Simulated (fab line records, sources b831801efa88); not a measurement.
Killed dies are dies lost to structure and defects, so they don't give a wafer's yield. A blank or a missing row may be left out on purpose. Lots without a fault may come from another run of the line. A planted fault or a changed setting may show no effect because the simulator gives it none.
Problem report in the 8D (eight disciplines) form, filled by code | flow gf180mcu | the parts of the form that need people (team, actions taken, sign-off) are left out

1. THE PROBLEM
strip_time_to_endpoint_s at GF_PSD_STRIP_10 reads a mean of 17.20 s on 6 wafers of 2 lots; wafers without a fault read 16.52 s with a standard deviation of 0.034. That is +20 standard deviations from the usual mean.
The step: strips in O2/N2.
First seen on wafer L638.3, day 19 19:47, on plasma_asher-02. The record holds 39 wafers of 13 lots with a number at this step. Rule for "out", or "out of limits": more than 4 standard deviations from the usual mean. The other wafers with a number count as sound.

2. WHAT IT IS AND WHAT IT IS NOT
question                    | is                               | is not
which readings at this step | strip_time_to_endpoint_s         | heater_power_w, oes_product_au
which lots                  | L638, L639                       | L622, L624, L625, L626, L628, L629, L635, L642, L643, L644, L645
which wafers of those lots  | all that have a number           | -
read on which tools         | plasma_asher-02, plasma_asher-03 | plasma_asher-01
when                        | from day 19 19:47                | up to then (21 sound wafers); but 12 sound wafers of L642, L643, L644, L645 came after

3. SUSPECTS, AND WHAT RULES EACH OUT
Counting: a tool at a process step up to the reading stays a suspect if it ran every lot that is out and no sound lot after the first of them.
- litho_track-02 at GF_PSD_COAT_02 (resist thk 1000 nm): kept. It ran every lot that is out, first L638 (day 19 07:26), and no sound lot after that; its last sound lot up to then is L635 (day 18 04:34).
Left after counting: litho_track-02 at GF_PSD_COAT_02.

4. THE CAUSE (what the simulator had put in)
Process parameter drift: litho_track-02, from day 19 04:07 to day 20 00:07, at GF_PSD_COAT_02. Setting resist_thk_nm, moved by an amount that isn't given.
Counting left only this tool.

5. THE CHAIN OF EFFECTS, in route order
Each row: a reading whose mean over the struck wafers that have a number lies more than 3 standard deviations from the usual. Only readings for which the record gives a usual standard deviation are gone through. hours: the time from each lot's start at the first step in this table that gives one to its start at this step, as a median over the lots. sigmas: the change in usual standard deviations.
hours | step            | reading                  | usual   | on struck wafers | change | sigmas
0     | GF_PSD_STRIP_10 | strip_time_to_endpoint_s | 16.52 s | 17.20            | +0.68  | +20
The process steps in it:
- GF_PSD_STRIP_10: strips in O2/N2.
Later measuring or inspecting steps at which every struck wafer that the step has a row for has a number for every such reading, and none has moved that far: GF_SAB_OVL_MEAS_10.

6. WHAT WOULD HAVE CAUGHT IT SOONER
In this record the first reading out of limits was taken at day 19 19:47, 16 hours after the fault began at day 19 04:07.
Of the tool readings at GF_PSD_COAT_02 for which the record gives a usual standard deviation, none was out on any struck wafer, so an alarm limit of 4 standard deviations on them would not have fired.
Of the lots that are out (2), L639 began GF_PSD_COAT_02 on litho_track-02 after day 19 19:47. A hold on the tool at that time would have spared it.
